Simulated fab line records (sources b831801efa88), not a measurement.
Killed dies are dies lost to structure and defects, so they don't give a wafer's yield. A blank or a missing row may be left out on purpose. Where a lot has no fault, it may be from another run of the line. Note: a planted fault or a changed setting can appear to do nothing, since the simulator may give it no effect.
Struck lot and sound lot, side by side ; flow sky130 ; 28 steps out of a route of 708
Sound: wafers L400.2, L400.3, L400.4. Struck: wafer L414.1 (left out: L414.5, a lot-mate that was not struck); the cause follows at the end.
At each step with rows: each side's tool, then ch and its chambers, then its first start. Under that, the readings that differ: sound wafers ; struck wafers ; difference of the means ; sigmas: that difference in standard deviations of wafers without a fault.
alike: a reading whose means differ by less than 2 such deviations, as well as words and numbers matching on both sides. not compared: withheld readings; readings where some wafer has no value; bounds like >300 that might hide an equal value; numbers whose values overlap and for which the record gives no deviation.
Wherever a step has rows on one side only, a row that says differs or no value, or a row with sigmas, the two part there. Numbers that have no deviation but don't overlap get no sigmas and don't part them. A reading that every wafer of one side lacks parts them only if that side has two wafers or more.

SKY_VIA4_ETCH_12: etches SiO2 in C4F8/O2/Ar, stops on TiN, target depth 580 nm.
  sound on rie_diel-02 ch 0,2,3, day 42 12:32; struck on rie_diel-02 ch 3, day 46 14:51
reading;sound;struck;difference;sigmas
oes_product_au (a.u.);0.934 0.934 0.931;0.918;-0.015;-3
then, 5 steps without rows for these wafers: SKY_VIA4_STRIP_13 (strips in O2/N2); SKY_VIA4_STRIP_14 (strips in post etch residue remover, time 1200 s); SKY_VIA4_CLEAN_15 (cleans in IPA, time 180 s); SKY_VIA4_CLEAN_16 (cleans in O3/DIW); SKY_VIA4_SPUTTER_17 (material TiN, target thk 20 nm, time 80 s).
SKY_VIA4_CVD_18: deposits W, target thk 505 nm, time 152.14 s.
  sound on cvd_w-01 ch 0,1, day 42 13:16; struck on cvd_w-01 ch 1, day 46 16:04
  alike: chamber_pressure_Torr, heater_power_w, susceptor_temp_C
SKY_VIA4_RS_MEAS_19: uses a four-point probe to measure.
  struck on film_metro-03, day 46 16:13; sound on film_metro-02, day 42 13:26
reading;sound;struck;difference;sigmas
VIA4_W_RS (ohm/sq);0.2282 0.2212 0.2293;0.2319;+0.0057;+2
SKY_VIA4_THK_MEAS_20: measures by xrf.
  struck on film_metro-03, day 46 16:20; sound on film_metro-02, day 42 13:32
reading;sound;struck;difference;sigmas
VIA4_W_THK (nm);511 526 510;478;-38;-4
SKY_VIA4_CMP_21: polishes, stops on SiO2, t overpolish 25 s, target thk 0 nm.
  sound on cmp-01 ch 0,1,3, day 42 13:35; struck on cmp-01 ch 0, day 46 17:02
  alike: motor_current_A, overpolish_run_s, slurry_filter_dp_kPa, time_to_endpoint_s
then, 2 steps without rows for these wafers: SKY_METAL5_SPUTTER_00 (material Ti, target thk 15 nm, time 10 s); SKY_METAL5_SPUTTER_01 (material TiN, target thk 20 nm, time 16.7 s).
SKY_METAL5_SPUTTER_02: material AlCu, target thk 1150 nm, time 61.2 s.
  struck on pvd_sputter-02, day 46 17:19; sound on pvd_sputter-01, day 42 13:56
reading;sound;struck;difference;sigmas
model.AlCu_of_METAL5_SPUTTER_02.thk_nm (nm);1151 1153 1142;1675;+526;
  alike: throttle_valve_pct
then, 1 step without rows for these wafers: SKY_METAL5_SPUTTER_03 (material Ti, target thk 5 nm, time 3.3 s).
SKY_METAL5_SPUTTER_04: material TiN, target thk 70 nm, time 58.3 s.
  struck on pvd_sputter-02, day 46 17:23; sound on pvd_sputter-01, day 42 14:01
  alike: throttle_valve_pct
SKY_METAL5_RS_MEAS_05: uses a four-point probe to measure.
  struck on film_metro-01, day 46 17:26; sound on film_metro-04, day 42 14:05
reading;sound;struck;difference;sigmas
METAL5_ALCU_RS (ohm/sq);0.0270 0.0270 0.0273;0.0185;-0.0086;-25
SKY_METAL5_THK_MEAS_06: measures by xrf.
  struck on film_metro-01, day 46 17:34; sound on film_metro-04, day 42 14:11
reading;sound;struck;difference;sigmas
METAL5_ALCU_THK (nm);1156 1157 1147;1703;+550;+31
then, 7 steps without rows for these wafers: SKY_METAL5_DEHYDRATE_07 (time 60 s); SKY_METAL5_HMDS_08 (prime time 60 s); SKY_METAL5_COAT_09 (resist thk 1800 nm); SKY_METAL5_SOFTBAKE_10 (time 60 s); SKY_METAL5_EXPOSE_11 (exposes mask MM5, target cd 1600 nm); SKY_METAL5_PEB_12; SKY_METAL5_DEVELOP_13 (develop time 60 s).
SKY_METAL5_DESCUM_14: chemistry O2, time 11 s.
  sound on rie_metal-02 ch 0,1, day 43 12:47; struck on rie_metal-03 ch 0, day 47 12:55
  alike: drypump_motor_current_A, oes_product_au
  not compared: rf_hours_counter_h
SKY_METAL5_METAL_ETCH_15: etches the open film in Cl2/BCl3, stops on SiO2, target depth 1260 nm, time 252 s.
  sound on rie_metal-02 ch 0,1, day 43 12:50; struck on rie_metal-03 ch 0, day 47 12:57
reading;sound;struck;difference;sigmas
oes_product_au (a.u.);0.890 0.897 0.897;1.006;+0.111;+23
  alike: bcl3_flow_sccm, drypump_motor_current_A, throttle_valve_pct
  not compared: rf_hours_counter_h
then, 1 step without rows for these wafers: SKY_METAL5_STRIP_16 (strips in O2/N2).
SKY_PAD_OPEN_PROBE_99:
  only the struck wafers here have rows in the record (prober-02, day 49 05:34); the sound ones have none

== WHERE THEY PART ==
At SKY_VIA4_ETCH_12 first; at SKY_PAD_OPEN_PROBE_99 last (within this record only).

WHY: what had been put in by the simulator
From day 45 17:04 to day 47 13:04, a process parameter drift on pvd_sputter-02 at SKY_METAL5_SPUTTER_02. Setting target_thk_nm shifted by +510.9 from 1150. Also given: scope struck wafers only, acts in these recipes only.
